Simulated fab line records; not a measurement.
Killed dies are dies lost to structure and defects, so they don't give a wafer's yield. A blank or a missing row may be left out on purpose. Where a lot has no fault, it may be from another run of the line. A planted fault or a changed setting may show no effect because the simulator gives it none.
What tool caused it?    flow sky130    18 wafers from 6 lots sampled at 3 of the route's 708 steps

## WHAT THE GAUGES SHOWED, per wafer
SKY_PASSIVATION_THK_MEAS_01.
lot   measured      on            PASSIVATION_CVD_00_THK (nm)
L694  day 44 19:22  filmMetro-03  89.5 89.8 92.0
L697  day 45 02:13  filmMetro-01  90.1 90.4 91.0
L702  day 46 08:49  filmMetro-03  89.6 89.4 91.3
L705  day 47 01:46  filmMetro-01  91.7 92.6 91.3
L709  day 48 00:22  filmMetro-01  89.4 90.3 91.3
L711  day 48 12:29  filmMetro-01  87.7 91.3 88.6

## TOOL THAT RAN EACH LOT (tool first, then ch and the chambers of the sampled wafers, then the start)
lot   SKY_METAL2_CLEAN_22             SKY_METAL5_STRIP_16
L694  wetBench-04 ch 2, day 36 05:53  plasmaAsher-02 ch 0,1, day 44 18:44
L697  wetBench-04 ch 2, day 36 14:20  plasmaAsher-01 ch 0, day 45 01:33
L702  wetBench-04 ch 0, day 38 01:53  plasmaAsher-02 ch 0,1, day 46 08:12
L705  wetBench-03 ch 3, day 38 22:02  plasmaAsher-04 ch 0,1, day 47 01:09
L709  wetBench-01 ch 0, day 40 02:55  plasmaAsher-02 ch 0,1, day 47 23:45
L711  wetBench-04 ch 2, day 40 18:05  plasmaAsher-02 ch 0,1, day 48 11:22
- SKY_METAL2_CLEAN_22: cleans in IPA, time 180 s.
- SKY_METAL5_STRIP_16: strips in O2/N2.

## THE ANSWER, worked out from the rows above alone
Rule: usual is defined by the lots themselves. Put in order of their means at a reading, lots are off if they are a third of the lots or fewer, leave a main group of 4 or more, and stand apart from it by a gap of 3 or more times the standard deviation of the main group's means; of several such gaps the widest counts. A main group whose means are all the same, to the digits that the tables above print for the reading, isn't used. A lot without any number at a reading at which 4 lots or more have one is off too. All remaining lots with rows at the step are treated as sound.
None of the lots is off at any reading shown; this tells nothing.

## WHAT HAD BEEN PUT IN BY THE SIMULATOR
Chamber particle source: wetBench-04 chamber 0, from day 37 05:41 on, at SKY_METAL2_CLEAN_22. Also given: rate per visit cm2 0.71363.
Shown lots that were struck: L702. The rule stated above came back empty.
